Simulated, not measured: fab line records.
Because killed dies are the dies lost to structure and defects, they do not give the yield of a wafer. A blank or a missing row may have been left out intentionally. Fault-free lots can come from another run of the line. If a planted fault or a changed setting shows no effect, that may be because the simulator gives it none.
A lot that was struck, set against a sound lot ; flow sfq_line ; 42 out of 325 route steps
Sound: the wafers L960.1, L960.3, L960.5. Struck: wafer L971.4 (left out: L971.1, L971.5 of the same lot, which were not struck); the cause appears at the end.
At each step with rows: each side's tool, then ch and its chambers, then its first start. Under that, the readings that differ: sound wafers ; struck wafers ; difference of the means ; sigmas: that difference in standard deviations of wafers without a fault.
alike: readings with means less than 2 such deviations apart, plus words and numbers identical on both sides. not compared: withheld readings, readings lacking a value on some wafer, bounds such as >300 that could conceal the same value, and numbers that have no deviation in the record and whose values overlap.
Wherever a step has rows on one side only, a row that says differs or no value, or a row with sigmas, the two part there. Non-overlapping numbers with no deviation appear without sigmas and do not part them. Lack of a reading on every wafer of one side parts them only where that side has two or more wafers.

first, 6 steps without rows for these wafers: SFQ_TRILAYER_I0_VIA_LITHO_COAT_036 (resist thk 62 nm); SFQ_TRILAYER_I0_VIA_LITHO_COAT_031 (resist thk 650 nm); SFQ_TRILAYER_I0_VIA_LITHO_SOFTBAKE_035; SFQ_TRILAYER_I0_VIA_LITHO_EXPOSE_032 (exposes mask I0, target cd 500 nm); SFQ_TRILAYER_I0_VIA_LITHO_PEB_034 (peb time 60 s); SFQ_TRILAYER_I0_VIA_LITHO_DEVELOP_033 (time 60 s).
SFQ_I0_OVL_MEAS_908:
  struck on overlay-01, day 13 11:56; sound on overlay-01, day 10 15:32
  alike: I0_OVL
SFQ_TRILAYER_I0_VIA_BARC_OPEN_VIA_ETCH_046: etches BARC in O2, target depth 125 nm, time 41.7 s.
  sound on rie_diel-01 ch 0,1, day 10 15:35; struck on rie_diel-04 ch 0, day 13 11:59
reading;sound;struck;difference;sigmas
drypump_motor_current_A (A);5.1 5.4 5.1;6.5;+1.3;+3
  alike: oes_product_au
  not compared: rf_hours_counter_h
then, 4 steps without rows for these wafers: SFQ_TRILAYER_I0_VIA_ETCH_VIA_ETCH_034 (etches SiO2 in CHF3, stops on Nb, target depth 260 nm); SFQ_TRILAYER_I0_VIA_STRIP_STRIP_035 (strips in O2); SFQ_TRILAYER_I0_VIA_STRIP_SOLV_CLEAN_036 (cleans in NMP, time 600 s); SFQ_TRILAYER_M1_DEP_PRE_CLEAN_038 (time 22.5 s).
SFQ_TRILAYER_M1_DEP_SPUTTER_037: material Nb, target thk 200 nm, time 133.3 s.
  struck on pvd_sputter-03, day 13 12:56; sound on pvd_sputter-05, day 10 16:32
reading;sound;struck;difference;sigmas
throttle_valve_pct (%);30.2 31.2 31.2;27.6;-3.3;-3
model.Nb_of_TRILAYER_M1_DEP_SPUTTER_037.thk_nm (nm);196.5 198.4 199.4;161.3;-36.8;
SFQ_M1_RS_MEAS_909: measurement is done with a four-point probe.
  struck on film_metro-03, day 13 13:01; sound on film_metro-03, day 10 16:37
reading;sound;struck;difference;sigmas
M1_NB_RS (ohm/sq);0.905 0.897 0.892;1.104;+0.206;+21
then, 6 steps without rows for these wafers: SFQ_TRILAYER_M1_LITHO_COAT_044 (resist thk 62 nm); SFQ_TRILAYER_M1_LITHO_COAT_039 (resist thk 600 nm); SFQ_TRILAYER_M1_LITHO_SOFTBAKE_043; SFQ_TRILAYER_M1_LITHO_EXPOSE_040 (exposes mask M1, target cd 500 nm); SFQ_TRILAYER_M1_LITHO_PEB_042 (peb time 60 s); SFQ_TRILAYER_M1_LITHO_DEVELOP_041 (time 60 s).
-- the record jumps here: 5 days lie between the struck wafers' starts before and after --
SFQ_M1_OVL_MEAS_911:
  struck on overlay-02, day 18 17:05; sound on overlay-01, day 15 00:47
  alike: M1_OVL
then, 1 step without rows for these wafers: SFQ_TRILAYER_M1_BARC_OPEN_METAL_ETCH_054 (etches BARC in O2, target depth 125 nm, time 41.7 s).
SFQ_TRILAYER_M1_ETCH_METAL_ETCH_042: etches Nb in Cl2/Ar, stops on SiO2, target depth 240 nm, time 120 s.
  sound on rie_metal-02 ch 0, day 15 00:57; struck on rie_metal-04 ch 1, day 18 17:11
reading;sound;struck;difference;sigmas
oes_product_au (a.u.);0.880 0.895 0.895;0.791;-0.099;-15
  alike: drypump_motor_current_A
  not compared: rf_hours_counter_h
then, 2 steps without rows for these wafers: SFQ_TRILAYER_M1_STRIP_STRIP_043 (strips in O2); SFQ_TRILAYER_M1_STRIP_SOLV_CLEAN_044 (cleans in NMP, time 600 s).
SFQ_TRILAYER_I1_DEP_PECVD_045: deposits SiO2 from SiH4/N2O, time 111.11 s, target thk 500 nm.
  sound on pecvd-04 ch 0, day 15 02:45; struck on pecvd-01 ch 2, day 18 18:05
reading;sound;struck;difference;sigmas
throttle_valve_pct (%);27.9 27.4 27.8;24.0;-3.7;-2
  alike: heater_power_w
then, 1 step without rows for these wafers: SFQ_TRILAYER_I1_CMP_CMP_046 (polishes SiO2).
SFQ_I1_BOW_MEAS_912:
  struck on film_metro-01, day 19 09:08; sound on film_metro-01, day 15 07:28
  alike: I1_BOW
SFQ_TRILAYER_I1_METRO_MEASURE_047:
  struck on film_metro-01, day 19 09:15; sound on film_metro-01, day 15 07:35
  alike: thk_nm
then, 6 steps without rows for these wafers: SFQ_TRILAYER_I1_VIA_LITHO_COAT_054 (resist thk 62 nm); SFQ_TRILAYER_I1_VIA_LITHO_COAT_049 (resist thk 650 nm); SFQ_TRILAYER_I1_VIA_LITHO_SOFTBAKE_053; SFQ_TRILAYER_I1_VIA_LITHO_EXPOSE_050 (exposes mask I1, target cd 500 nm); SFQ_TRILAYER_I1_VIA_LITHO_PEB_052 (peb time 60 s); SFQ_TRILAYER_I1_VIA_LITHO_DEVELOP_051 (time 60 s).
SFQ_I1_OVL_MEAS_913:
  struck on overlay-02, day 21 09:14; sound on overlay-02, day 16 21:15
  alike: I1_OVL
SFQ_TRILAYER_I1_VIA_BARC_OPEN_VIA_ETCH_071: etches BARC in O2, target depth 125 nm, time 41.7 s.
  sound on rie_diel-03 ch 2,3, day 16 21:17; struck on rie_diel-04 ch 0, day 21 09:16
reading;sound;struck;difference;sigmas
drypump_motor_current_A (A);5.7 4.8 4.8;6.6;+1.5;+3
  alike: oes_product_au
  not compared: rf_hours_counter_h
then, 1 step without rows for these wafers: SFQ_TRILAYER_I1_VIA_ETCH_VIA_ETCH_052 (etches SiO2 in CHF3, stops on Nb, target depth 260 nm).
SFQ_TRILAYER_I1_VIA_STRIP_STRIP_053: strips in O2.
  sound on rie_metal-03 ch 0,1, day 16 21:26; struck on rie_metal-03 ch 1, day 21 09:26
  alike: drypump_motor_current_A, oes_product_au
  not compared: rf_hours_counter_h
then, 2 steps without rows for these wafers: SFQ_TRILAYER_I1_VIA_STRIP_SOLV_CLEAN_054 (cleans in NMP, time 600 s); SFQ_TRILAYER_M2_DEP_PRE_CLEAN_056 (time 22.5 s).
-- the record jumps here: 65 days lie between the struck wafers' starts before and after --
SFQ_M8_BOW_MEAS_951:
  struck on film_metro-04, day 85 22:43; sound on film_metro-04, day 81 13:52
reading;sound;struck;difference;sigmas
model.etest.m1.ohm_um;1.822 1.802 1.794;2.196;+0.390;
model.etest.i0.link_ohm;1.983 1.982 1.988;2.22;+0.24;
model.etest.i1.link_ohm;1.994 1.976 1.98;2.19;+0.21;
model.etest.m1.ohm_sq;0.9056 0.8971 0.8923;1.103;+0.205;
  alike: M8_BOW

## WHERE THEY PART
At SFQ_TRILAYER_I0_VIA_BARC_OPEN_VIA_ETCH_046 first; at SFQ_TRILAYER_I1_VIA_BARC_OPEN_VIA_ETCH_071 last (within this record only). Later steps at which nothing parts them and some readings are alike: SFQ_TRILAYER_I1_VIA_STRIP_STRIP_053, SFQ_M8_BOW_MEAS_951.

WHY: the cause the simulator had injected
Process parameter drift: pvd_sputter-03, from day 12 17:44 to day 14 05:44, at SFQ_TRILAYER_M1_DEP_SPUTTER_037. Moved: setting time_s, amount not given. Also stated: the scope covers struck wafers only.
